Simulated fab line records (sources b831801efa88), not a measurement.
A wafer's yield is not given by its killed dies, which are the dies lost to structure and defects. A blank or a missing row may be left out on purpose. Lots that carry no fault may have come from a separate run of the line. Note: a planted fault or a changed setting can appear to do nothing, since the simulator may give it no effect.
fab line records	flow sky130
[record] lots = 12	wafers = 36	last_day = 49
route steps=708 shown METAL1@440 VIA1@458 PAD_OPEN@708
lots untouched by any fault: they come from a run of this same line in which no faults occurred
start_h: start of the lot's first displayed wafer, in hours after the record's first day	wait_h: how many hours have passed since the lot's step before this one	" same as the row above	L1.1+2: a row that stands for several wafers	- value missing, or start not given	* or withheld: withheld	< > ~ a bound
route shown NAME@n: names a module that has steps shown in the file, with the first one's number in the route	usual: mean/standard deviation taken from wafers without a fault	same: alike in all rows	chamber/n: place in a boat	sites: per-site readings	_std_site: standard deviation of those values	_edge_site: the outer-site mean with the inner-site mean subtracted	radius_mm: how far each site lies from the wafer's centre	mask NAME#n: copy n	behind: the last tool/chamber to shape the wafer	hold: the reason the lot was held/the length of the hold in hours/how it ended	device: the transistor (n, p or np) that didn't switch	end of line: tests run on the same wafers once the route is complete	for a step that has no rows: nothing shown but its recipe	killed: the dies lost at the first sort to structure and to defects; this is not the yield of the wafer	map: a wafer's dies, x killed, . not, _ none there
set.NAME: setting as actually run; set.NAME@STEP: the setting as run at that earlier step	model.NAME: the simulator's own value behind a step, which no gauge read
a sample of lots followed through the steps of the route, with each step as a table and each wafer as a row
services: from which hour (start_h, from the record's first day; less than 0 if before it) a tool's chamber was out of use, for how many hours, and why
[[steps]]
[step SKY_METAL1_THK_MEAS_06]
[recipe] thk_meas_gauge = xrf	reads = AlCu_of_METAL1_SPUTTER_02
[usual] METAL1_ALCU_THK = 252.7/2.9
lot.wafer	tool	chamber	start_h	wait_h	METAL1_ALCU_THK[nm]
L677.1	film_metro-02	-	730.97	0.1	248.7
L677.5	"	-	"	"	253.3
L677.6	"	-	"	"	253.5
L678.1	film_metro-04	-	741.28	0.1	248.5
L678.2	"	-	"	"	251.3
L678.5	"	-	"	"	246.5
L679.1	film_metro-01	-	752.91	0.1	251.3
L679.2	"	-	"	"	251.9
L679.4	"	-	"	"	251.3
L680.2	film_metro-01	-	753.16	0.1	252.9
L680.4	"	-	"	"	250.6
L680.5	"	-	"	"	257.9
L681.3	film_metro-04	-	761.66	0.1	253.3
L681.4	"	-	"	"	247.0
L681.6	"	-	"	"	250.2
L685.3	film_metro-02	-	790.41	0.1	255.3
L685.4	"	-	"	"	251.6
L685.5	"	-	"	"	253.9
L686.4	film_metro-02	-	807.32	0.1	255.5
L686.5	"	-	"	"	251.0
L686.6	"	-	"	"	256.2
L692.2	film_metro-04	-	886.75	0.1	249.0
L692.3	"	-	"	"	253.0
L692.5	"	-	"	"	254.7
L695.2	film_metro-04	-	890.11	0.1	248.8
L695.3	"	-	"	"	253.4
L695.6	"	-	"	"	255.4
L696.1	film_metro-02	-	892.64	0.1	252.3
L696.2	"	-	"	"	250.4
L696.3	"	-	"	"	255.4
L694.1	film_metro-04	-	893.06	0.1	256.9
L694.3	"	-	"	"	254.5
L694.4	"	-	"	"	258.6
L697.2	film_metro-04	-	895.35	0.1	249.5
L697.4	"	-	"	"	254.2
L697.6	"	-	"	"	250.0
[step SKY_METAL1_CD_MEAS_15]
[recipe] target_cd_nm = 140
[usual] cd_nm = 139.8/1.7
lot.wafer	tool	chamber	start_h	wait_h	cd_nm
L677.1	cd_sem-02	-	757.86	-	141.4
L677.5	"	-	"	"	142.1
L677.6	"	-	"	"	142.7
L678.1	cd_sem-02	-	768.28	-	137.9
L678.2	"	-	"	"	139.1
L678.5	"	-	"	"	139.1
L679.1	cd_sem-02	-	779.36	-	140.6
L679.2	"	-	"	"	139.8
L679.4	"	-	"	"	140.4
L680.2	cd_sem-01	-	779.73	-	143.5
L680.4	"	-	"	"	141.3
L680.5	"	-	"	"	141.8
L681.3	cd_sem-01	-	788.60	-	138.2
L681.4	"	-	"	"	139.7
L681.6	"	-	"	"	140.4
L685.3	cd_sem-01	-	816.70	-	139.4
L685.4	"	-	"	"	140.5
L685.5	"	-	"	"	141.9
L686.4	cd_sem-01	-	833.91	-	139.6
L686.5	"	-	"	"	139.1
L686.6	"	-	"	"	138.3
L692.2	cd_sem-02	-	907.63	-	136.8
L692.3	"	-	"	"	138.1
L692.5	"	-	"	"	138.2
L695.2	cd_sem-02	-	914.52	-	142.7
L695.3	"	-	"	"	141.7
L695.6	"	-	"	"	142.4
L696.1	cd_sem-02	-	916.71	-	137.2
L696.2	"	-	"	"	137.5
L696.3	"	-	"	"	137.2
L694.1	cd_sem-02	-	917.71	-	139.3
L694.3	"	-	"	"	139.9
L694.4	"	-	"	"	137.8
L697.2	cd_sem-02	-	919.94	-	135.9
L697.4	"	-	"	"	134.6
L697.6	"	-	"	"	136.0
[step SKY_METAL1_DESCUM_17]
[recipe] chemistry = O2	source_power_w = 150	bias_power_w = 0	pressure_mtorr = 10	temp_c = 40	time_s = 8
[usual] drypump_motor_current_A = 5.9/0.42	oes_product_au = 0.999/0.015
lot.wafer	tool	chamber	start_h	wait_h	drypump_motor_current_A	oes_product_au	rf_hours_counter_h
L677.1	rie_metal-02	0	758.02	0.0	5.5	0.985	2
L677.5	"	0	"	"	5.5	0.977	-
L677.6	"	0	"	"	5.5	0.985	-
L678.1	rie_metal-01	0	768.44	0.0	6.3	1.030	9
L678.2	"	0	"	"	6.3	1.045	-
L678.5	"	0	"	"	6.3	1.027	-
L679.1	rie_metal-02	0	779.52	0.0	5.5	0.978	4
L679.2	"	1	"	"	5.7	1.004	0
L679.4	"	0	"	"	5.5	0.987	-
L680.2	rie_metal-03	1	779.87	0.0	5.9	0.992	10
L680.4	"	1	"	"	5.8	0.980	-
L680.5	"	1	"	"	5.9	0.988	-
L681.3	rie_metal-02	0	788.73	0.0	5.5	0.982	-
L681.4	"	1	"	"	5.7	1.008	-
L681.6	"	1	"	"	5.7	1.003	-
L685.3	rie_metal-03	1	816.83	0.0	5.8	0.981	-
L685.4	"	0	"	"	6.3	0.996	-
L685.5	"	1	"	"	5.9	0.989	-
L686.4	rie_metal-02	0	834.04	0.0	5.5	0.995	-
L686.5	"	0	"	"	5.5	0.993	-
L686.6	"	0	"	"	5.5	0.993	-
L692.2	rie_metal-03	1	907.77	0.0	5.8	0.991	16
L692.3	"	1	"	"	5.8	0.995	-
L692.5	"	1	"	"	5.8	0.988	-
L695.2	rie_metal-03	0	914.66	0.0	6.4	0.983	7
L695.3	"	0	"	"	6.4	0.995	-
L695.6	"	0	"	"	6.4	0.998	-
L696.1	rie_metal-03	0	916.87	0.0	6.4	0.991	7
L696.2	"	1	"	"	5.8	0.982	16
L696.3	"	1	"	"	5.9	0.985	-
L694.1	rie_metal-01	0	917.87	0.0	6.3	1.018	19
L694.3	"	0	"	"	6.3	1.018	-
L694.4	"	0	"	"	6.3	1.016	-
L697.2	rie_metal-02	1	920.08	0.0	5.7	1.015	5
L697.4	"	1	"	"	5.7	1.004	-
L697.6	"	1	"	"	5.7	1.006	-
[step SKY_VIA1_HDPCVD_00]
[recipe] material = SiO2	target_thk_nm = 1030	sigma_open_frac = 0.3	time_s = 171.7	temp_c = 400	sih4_flow_sccm = 60	pressure_mtorr = 6
[usual] sih4_flow_sccm = 60.00/0.16
lot.wafer	tool	chamber	start_h	wait_h	sih4_flow_sccm
L677.1	hdpcvd-02	1	759.01	0.0	60.08
L677.5	"	2	"	"	59.87
L677.6	"	0	"	"	59.81
L678.1	hdpcvd-02	2	769.40	0.0	60.04
L678.2	"	1	"	"	59.95
L678.5	"	2	"	"	59.88
L679.1	hdpcvd-01	1	780.30	0.0	60.01
L679.2	"	0	"	"	59.89
L679.4	"	0	"	"	59.87
L680.2	hdpcvd-02	0	780.65	0.0	59.82
L680.4	"	0	"	"	60.04
L680.5	"	1	"	"	60.12
L681.3	hdpcvd-01	1	789.50	0.0	59.99
L681.4	"	1	"	"	59.49
L681.6	"	2	"	"	60.08
L685.3	hdpcvd-01	0	817.59	0.0	60.10
L685.4	"	1	"	"	60.33
L685.5	"	0	"	"	60.24
L686.4	hdpcvd-01	1	835.07	0.1	60.11
L686.5	"	0	"	"	60.10
L686.6	"	2	"	"	60.12
L692.2	hdpcvd-02	0	908.55	0.0	48.07
L692.3	"	2	"	"	47.85
L692.5	"	1	"	"	48.23
L695.2	hdpcvd-01	0	915.49	0.0	59.85
L695.3	"	2	"	"	60.17
L695.6	"	0	"	"	59.94
L696.1	hdpcvd-02	2	917.74	0.0	48.23
L696.2	"	1	"	"	48.01
L696.3	"	0	"	"	48.55
L694.1	hdpcvd-02	2	918.89	0.0	48.04
L694.3	"	0	"	"	47.60
L694.4	"	1	"	"	47.75
L697.2	hdpcvd-01	0	920.87	0.0	60.02
L697.4	"	1	"	"	59.84
L697.6	"	2	"	"	59.98
[step SKY_VIA1_THK_MEAS_01]
[recipe] reads = SiO2_of_VIA1_HDPCVD_00
[usual] VIA1_HDPCVD_THK = 1032/11
lot.wafer	tool	chamber	start_h	wait_h	VIA1_HDPCVD_THK[nm]
L677.1	film_metro-04	-	759.12	0.1	1047
L677.5	"	-	"	"	1045
L677.6	"	-	"	"	1037
L678.1	film_metro-03	-	769.57	0.1	1052
L678.2	"	-	"	"	1040
L678.5	"	-	"	"	1047
L679.1	film_metro-01	-	780.41	0.1	1005
L679.2	"	-	"	"	1026
L679.4	"	-	"	"	1035
L680.2	film_metro-04	-	780.77	0.1	1037
L680.4	"	-	"	"	1039
L680.5	"	-	"	"	1028
L681.3	film_metro-03	-	789.63	0.1	1014
L681.4	"	-	"	"	1027
L681.6	"	-	"	"	1026
L685.3	film_metro-01	-	817.72	0.1	1038
L685.4	"	-	"	"	1029
L685.5	"	-	"	"	1039
L686.4	film_metro-04	-	835.16	0.0	1039
L686.5	"	-	"	"	1023
L686.6	"	-	"	"	1031
L692.2	film_metro-01	-	908.67	0.1	842
L692.3	"	-	"	"	835
L692.5	"	-	"	"	838
L695.2	film_metro-01	-	915.61	0.1	1030
L695.3	"	-	"	"	1026
L695.6	"	-	"	"	1023
L696.1	film_metro-01	-	917.85	0.1	824
L696.2	"	-	"	"	828
L696.3	"	-	"	"	840
L694.1	film_metro-04	-	919.00	0.1	835
L694.3	"	-	"	"	833
L694.4	"	-	"	"	847
L697.2	film_metro-01	-	921.00	0.1	1027
L697.4	"	-	"	"	1026
L697.6	"	-	"	"	1025
[step SKY_PAD_OPEN_PROBE_99]
[usual] defect_limited_yield = 82.8/1.9	killed_at_M0_to_M3 = 42/6.3	killed_at_M4_up = 3.2/1.9	killed_at_contacts = 24/5.8	killed_at_front_end = 15/4.3	killed_at_other = 0.2/0.62	killed_dies = 85/9.3	killed_open = 46/6.8	killed_short = 38/6.1	sort_bin_3_pad_short = 0.8/0.43	sort_bin_5_function = 10.2/1.5	sort_bin_6_memory = 6.2/1.1	sort_n_pass = 407/9.3	sort_yield_pct = 82.8/1.9
[same] gross_dies = 492	killed_at_back_side = 0	sort_bin_4_leakage[%] = 0	sort_bin_8_speed[%] = 0
lot.wafer	tool	chamber	start_h	wait_h	defect_limited_yield[%]	killed_at_M0_to_M3	killed_at_M4_up	killed_at_contacts	killed_at_front_end	killed_at_other	killed_dies	killed_open	killed_short	sort_bin_3_pad_short[%]	sort_bin_5_function[%]	sort_bin_6_memory[%]	sort_n_pass	sort_yield_pct[%]
L685.3	prober-02	-	1112.96	0.2	80.5	44	3	31	18	0	96	56	40	0.6	12.0	6.9	396	80.5
L685.4	prober-02	-	1113.01	0.2	80.7	58	3	18	16	0	95	41	53	0.6	10.2	8.5	397	80.7
L685.5	prober-02	-	1113.06	0.2	83.1	37	4	25	17	0	83	43	39	0.6	10.2	6.1	409	83.1
L686.4	prober-01	-	1121.08	0.2	86.4	38	1	16	11	1	67	45	22	0.6	6.5	6.5	425	86.4
L686.5	prober-01	-	1121.13	0.2	82.1	42	0	28	18	0	88	55	33	0.6	11.6	5.7	404	82.1
L686.6	prober-01	-	1121.18	0.2	79.5	44	6	31	20	0	101	54	47	0.6	13.4	6.5	391	79.5
L692.2	prober-01	-	1177.44	0.1	82.3	49	0	24	14	0	87	42	43	0.2	11.4	6.1	405	82.3
L692.3	prober-01	-	1177.49	0.2	79.9	49	2	22	26	0	99	55	44	0.8	11.2	8.1	393	79.9
L692.5	prober-01	-	1177.59	0.2	80.3	51	0	28	18	0	97	56	40	1.2	12.4	6.1	395	80.3
L694.1	prober-01	-	1184.41	0.1	84.6	39	2	23	12	0	76	46	30	0.4	9.1	5.9	416	84.6
L694.3	prober-01	-	1184.51	0.2	81.9	50	3	28	8	0	89	49	40	1.0	9.3	7.7	403	81.9
L694.4	prober-01	-	1184.56	0.2	81.5	40	5	33	13	0	91	55	35	0.2	11.2	7.1	401	81.5
// killed by level:class
L685.3 CONTACT:geometric_particle:open=10 VIA1:geometric_particle:open=10 VIA3:geometric_particle:open=8 LI_CONTACT:geometric_particle:open=7 CONTACT:geometric_particle:short=6 VIA2:geometric_particle:open=6 LOCAL_INTERCONNECT:geometric_particle:short=5 FIELD_ISO:geometric_particle:open=4
L685.4 VIA1:geometric_particle:open=10 VIA3:geometric_particle:open=9 METAL2:geometric_particle:short=9 METAL1:geometric_particle:short=8 VIA2:geometric_particle:open=8 FIELD_ISO:geometric_particle:short=5 POLY_GATE:geometric_particle:short=5 CONTACT:geometric_particle:short=5
L685.5 VIA3:geometric_particle:open=11 FIELD_ISO:geometric_particle:short=9 CONTACT:geometric_particle:open=9 VIA1:geometric_particle:open=9 CONTACT:geometric_particle:short=7 VIA1:geometric_particle:short=5 METAL2:geometric_particle:short=5 FIELD_ISO:geometric_particle:open=4
L686.4 VIA1:geometric_particle:open=11 CONTACT:geometric_particle:open=7 VIA3:geometric_particle:open=7 METAL1:geometric_particle:short=5 FIELD_ISO:geometric_particle:open=3 FIELD_ISO:geometric_particle:short=3 LOCAL_INTERCONNECT:geometric_particle:short=3 METAL1:geometric_particle:open=3
L686.5 VIA1:geometric_particle:open=13 CONTACT:geometric_particle:open=11 LI_CONTACT:geometric_particle:open=8 FIELD_ISO:geometric_particle:short=7 VIA2:geometric_particle:open=7 METAL1:geometric_particle:short=4 CONTACT:geometric_particle:short=4 METAL2:geometric_particle:open=4
L686.6 CONTACT:geometric_particle:open=13 LI_CONTACT:geometric_particle:open=12 VIA1:geometric_particle:short=8 FIELD_ISO:geometric_particle:short=7 VIA2:geometric_particle:open=6 METAL1:geometric_particle:short=6 FIELD_ISO:geometric_particle:open=5 METAL2:geometric_particle:short=5
L692.2 METAL1:geometric_particle:short=9 VIA1:geometric_particle:open=8 VIA3:geometric_particle:open=8 VIA1:geometric_particle:short=6 LOCAL_INTERCONNECT:geometric_particle:short=6 CONTACT:geometric_particle:open=6 VIA2:geometric_particle:open=6 POLY_GATE:geometric_particle:short=4
L692.3 VIA1:geometric_particle:open=11 FIELD_ISO:geometric_particle:open=8 VIA3:geometric_particle:open=7 CONTACT:geometric_particle:open=7 LI_CONTACT:geometric_particle:open=6 METAL2:geometric_particle:short=6 VIA2:geometric_particle:open=6 CONTACT:geometric_particle:short=5
L692.5 VIA1:geometric_particle:short=14 CONTACT:geometric_particle:open=12 VIA1:geometric_particle:open=11 LI_CONTACT:geometric_particle:open=8 VIA2:geometric_particle:open=8 FIELD_ISO:geometric_particle:open=4 POLY_GATE:geometric_particle:open=4 POLY_GATE:geometric_particle:short=3
L694.1 VIA1:geometric_particle:open=14 LI_CONTACT:geometric_particle:open=10 VIA3:geometric_particle:open=6 FIELD_ISO:geometric_particle:short=5 LI_CONTACT:geometric_particle:short=5 CONTACT:geometric_particle:open=5 METAL2:geometric_particle:short=5 METAL1:geometric_particle:open=4
L694.3 LI_CONTACT:geometric_particle:open=11 VIA1:geometric_particle:open=9 METAL2:geometric_particle:short=7 VIA3:geometric_particle:open=7 CONTACT:geometric_particle:short=5 VIA2:geometric_particle:open=5 VIA3:geometric_particle:short=5 CONTACT:geometric_particle:open=4
L694.4 VIA1:geometric_particle:open=13 CONTACT:geometric_particle:open=10 LI_CONTACT:geometric_particle:open=8 VIA3:geometric_particle:open=8 METAL2:geometric_particle:short=6 FIELD_ISO:geometric_particle:open=5 CONTACT:geometric_particle:short=5 POLY_GATE:geometric_particle:open=4
[[services]]
tool	chamber	start_h	hours	kind
rie_metal-03	0	740.30	-	clean
rie_metal-03	0	740.30	18.2	scheduled_down
rie_metal-03	0	740.30	18.2	vent_cycle
hdpcvd-01	2	741.47	3.6	repair
hdpcvd-01	-	753.68	0.6	repair
rie_metal-02	1	755.50	-	clean
rie_metal-02	1	755.50	23.1	scheduled_down
rie_metal-02	1	755.50	23.1	vent_cycle
rie_metal-01	1	759.54	13.8	repair
hdpcvd-02	0	767.72	2.4	repair
hdpcvd-02	-	779.47	0.9	repair
rie_metal-02	1	793.84	40.4	repair
rie_metal-02	0	798.89	27.8	repair
rie_metal-01	1	808.44	-	clean
rie_metal-01	1	808.44	21.8	scheduled_down
rie_metal-01	1	808.44	21.8	vent_cycle
rie_metal-02	-	826.67	2.7	pm
rie_metal-01	1	848.14	5.9	repair
rie_metal-01	0	868.32	1.5	repair
rie_metal-01	1	891.50	63.0	repair
hdpcvd-01	-	900.04	2.8	pm
[[key]]
[first_sign] step = SKY_VIA1_HDPCVD_00	reading = sih4_flow_sccm	direction = down	sigmas = 73	usual = 60.00	struck = 48.04
[effect] step = SKY_VIA1_THK_MEAS_01	reading = VIA1_HDPCVD_THK	direction = down	sigmas = 17	usual = 1032	struck = 836
met_at SKY_VIA1_HDPCVD_00
struck_lots L692,L694,L696
not_acting_at SKY_METAL1_THK_MEAS_06,SKY_METAL1_CD_MEAS_15,SKY_METAL1_DESCUM_17
onset_between 780.65 908.55
[fault] kind = process_parameter_drift	tool = hdpcvd-02	chamber = -	onset_h = 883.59	steps = SKY_VIA1_HDPCVD_00	channel = sih4_flow_sccm	offset = -12	shape = step	end_h = 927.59	acts_in = these_recipes_only	stated = 60
